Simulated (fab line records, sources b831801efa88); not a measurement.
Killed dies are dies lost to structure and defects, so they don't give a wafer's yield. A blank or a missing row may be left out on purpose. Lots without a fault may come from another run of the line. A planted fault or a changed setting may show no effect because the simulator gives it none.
Which tool did it? | flow sfq_line | 7 lots, 21 wafers sampled, at 2 steps of a route of 325

WHAT THE GAUGES READ, wafer by wafer
SFQ_M5_OVL_MEAS_932.
lot  | measured     | on         | M5_OVL (nm)
L995 | day 60 23:37 | overlay-02 | 4 3 6
L997 | day 61 04:25 | overlay-02 | 3 3 -1
L101 | day 61 21:13 | overlay-01 | 7 5 8
L106 | day 68 06:32 | overlay-02 | -8 -2 -2
L111 | day 68 22:16 | overlay-01 | -4 2 3
L115 | day 73 22:07 | overlay-02 | 2 3 7
L117 | day 74 04:06 | overlay-01 | -5 -6 -6

WHICH TOOL RAN EACH LOT (tool, then ch and the chambers of the sampled wafers, then the start)
lot  | SFQ_TRILAYER_I4_VIA_ETCH_VIA_ETCH_106
L995 | rie_diel-03 ch 0,1, day 55 14:31
L997 | rie_diel-03 ch 0,3, day 55 19:19
L101 | rie_diel-01 ch 1,3, day 56 08:31
L106 | rie_diel-01 ch 2,3, day 57 01:19
L111 | rie_diel-03 ch 1,2, day 57 09:44
L115 | rie_diel-02 ch 0,2,3, day 63 12:59
L117 | rie_diel-01 ch 2,3, day 63 20:11
- SFQ_TRILAYER_I4_VIA_ETCH_VIA_ETCH_106: etches SiO2 in CHF3, stops on Nb, target depth 260 nm.

THE ANSWER, worked out from the rows above alone
Rule: what is usual is taken from the lots themselves. Put in order of their means at a reading, lots are off if they are a third of the lots or fewer, leave a main group of 4 or more, and stand apart from it by a gap of 3 or more times the standard deviation of the main group's means; of several such gaps the widest counts. A main group whose means are all the same, to the digits that the tables above print for the reading, isn't used. A lot without any number at a reading at which 4 lots or more have one is off too. The other lots that the step has rows for count as sound.
No lot is off at any reading shown: from this, nothing can be told.

WHAT THE SIMULATOR HAD PUT IN
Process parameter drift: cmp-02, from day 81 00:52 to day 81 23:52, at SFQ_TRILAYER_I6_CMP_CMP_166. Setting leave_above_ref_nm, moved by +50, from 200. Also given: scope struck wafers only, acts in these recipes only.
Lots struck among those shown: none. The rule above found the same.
